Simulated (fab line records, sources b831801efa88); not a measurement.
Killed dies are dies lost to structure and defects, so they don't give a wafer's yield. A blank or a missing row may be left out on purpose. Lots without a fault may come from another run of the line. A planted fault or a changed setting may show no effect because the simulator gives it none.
A struck lot beside a sound one | flow gf180mcu | 23 steps out of a route of 602
Sound: wafers L786.2, L786.3, L786.5. Struck: wafers L800.3, L800.4, L800.5. The cause comes at the end.
At each step with rows: each side's tool, then ch and its chambers, then its first start. Under that, the readings that differ: sound wafers | struck wafers | difference of the means | sigmas: that difference in standard deviations of wafers without a fault.
alike: readings whose means differ by less than 2 such deviations, and words and numbers that are the same on both sides. not compared: withheld readings, readings that some wafer has no value for, bounds like >300 that may hide the same value, and numbers for which the record gives no deviation and whose values overlap.
The two part at a step that has a row with sigmas, a row that says differs or no value, or rows on one side only. Numbers that don't overlap but have no deviation are shown without sigmas and don't part them. A reading that every wafer of one side lacks parts them only if that side has two wafers or more.

GF_CONTACT_RS_MEAS_25: measures by four-point-probe.
  sound on film_metro-03, day 15 21:55; struck on film_metro-02, day 21 21:19
  alike: CONTACT_W_RS
GF_CONTACT_THK_MEAS_26: measures by xrf.
  sound on film_metro-03, day 15 22:02; struck on film_metro-02, day 21 21:25
  alike: CONTACT_W_THK
then, 1 step without rows for these wafers: GF_CONTACT_CMP_27 (polishes, stops on SiO2, t overpolish 15 s, target thk 0 nm).
GF_M1_SPUTTER_00: material Ti, target thk 37.5 nm, time 150 s.
  sound on pvd_sputter-01, day 15 22:23; struck on pvd_sputter-04, day 21 21:46
  alike: throttle_valve_pct
GF_M1_SPUTTER_01: material TiN, target thk 30 nm, time 25 s.
  sound on pvd_sputter-01, day 15 22:29; struck on pvd_sputter-04, day 21 21:52
  alike: throttle_valve_pct
then, 1 step without rows for these wafers: GF_M1_SPUTTER_02 (material AlCu, target thk 450 nm, time 23.9 s).
GF_M1_SPUTTER_03: material Ti, target thk 10 nm, time 6.7 s.
  sound on pvd_sputter-01, day 15 22:32; struck on pvd_sputter-04, day 21 21:55
  alike: throttle_valve_pct
GF_M1_SPUTTER_04: material TiN, target thk 50 nm, time 41.7 s.
  sound on pvd_sputter-01, day 15 22:34; struck on pvd_sputter-04, day 21 21:56
  alike: throttle_valve_pct
GF_M1_RS_MEAS_05: measures by four-point-probe.
  sound on film_metro-04, day 15 22:37; struck on film_metro-04, day 21 22:01
  alike: M1_ALCU_RS
GF_M1_THK_MEAS_06: measures by xrf.
  sound on film_metro-04, day 15 22:44; struck on film_metro-04, day 21 22:07
  alike: M1_ALCU_THK
then, 2 steps without rows for these wafers: GF_M1_DEHYDRATE_07 (time 60 s); GF_M1_HMDS_08 (prime time 60 s).
GF_M1_COAT_09: resist thk 1000 nm.
  sound on litho_track-01 ch 0, day 16 09:10; struck on litho_track-03 ch 0, day 22 09:13
  reading                             | sound          | struck         | difference | sigmas
  model.KrF_of_M1_COAT_09.thk_nm (nm) | 1003 1006 1003 | 1036 1035 1036 | +32        |
then, 2 steps without rows for these wafers: GF_M1_SOFTBAKE_10 (time 60 s); GF_M1_EXPOSE_11 (exposes mask Metal1, target cd 230 nm).
GF_M1_PEB_12: peb time 91.55 s.
  sound on litho_track-02 ch 0; struck on litho_track-02 ch 0
  alike: plate_sensor_t_centre_C, plate_sensor_t_edge_C
then, 1 step without rows for these wafers: GF_M1_DEVELOP_13 (develop time 60 s).
GF_M1_CD_MEAS_14: target cd 230 nm.
  sound on cd_sem-01, day 16 20:42; struck on cd_sem-01, day 22 21:19
  reading    | sound             | struck            | difference | sigmas
  cd_nm (nm) | 229.3 229.9 230.5 | 231.8 232.7 232.5 | +2.4       | +2
GF_M1_OVL_MEAS_15:
  sound on overlay-01, day 16 20:49; struck on overlay-01, day 22 21:25
  alike: M1_OVL
GF_M1_METAL_ETCH_16: etches the open film in Cl2/BCl3, stops on SiO2, target depth 627.5 nm, time 104.6 s.
  sound on rie_metal-03 ch 0,1, day 16 20:50; struck on rie_metal-03 ch 0, day 22 21:31
  reading                             | sound             | struck            | difference | sigmas
  model.KrF_of_M1_COAT_09.thk_nm (nm) | 737.8 745.2 744.6 | 774.1 771.5 774.5 | +30.8      |
  alike: drypump_motor_current_A, oes_product_au, throttle_valve_pct
  not compared: rf_hours_counter_h
GF_M1_STRIP_17: strips in O2/N2.
  sound on plasma_asher-02 ch 1, day 16 20:57; struck on plasma_asher-02 ch 0,1, day 22 21:41
  reading                      | sound             | struck            | difference | sigmas
  oes_product_au (a.u.)        | 0.557 0.558 0.559 | 0.573 0.573 0.582 | +0.018     | +4
  strip_time_to_endpoint_s (s) | 7.91 7.97 7.98    | 8.27 8.22 8.26    | +0.30      | +7
  alike: drypump_motor_current_A, heater_power_w
  not compared: rf_hours_counter_h
then, 1 step without rows for these wafers: GF_M1_STRIP_18 (strips in post etch residue remover, time 1200 s).
GF_PASSIVATION_PROBE_99:
  the record has rows for the sound wafers here (prober-01, day 28 20:41) and none for the struck ones

WHERE THEY PART
First at GF_M1_CD_MEAS_14; last, within this record, at GF_PASSIVATION_PROBE_99.

WHY: what the simulator had put in
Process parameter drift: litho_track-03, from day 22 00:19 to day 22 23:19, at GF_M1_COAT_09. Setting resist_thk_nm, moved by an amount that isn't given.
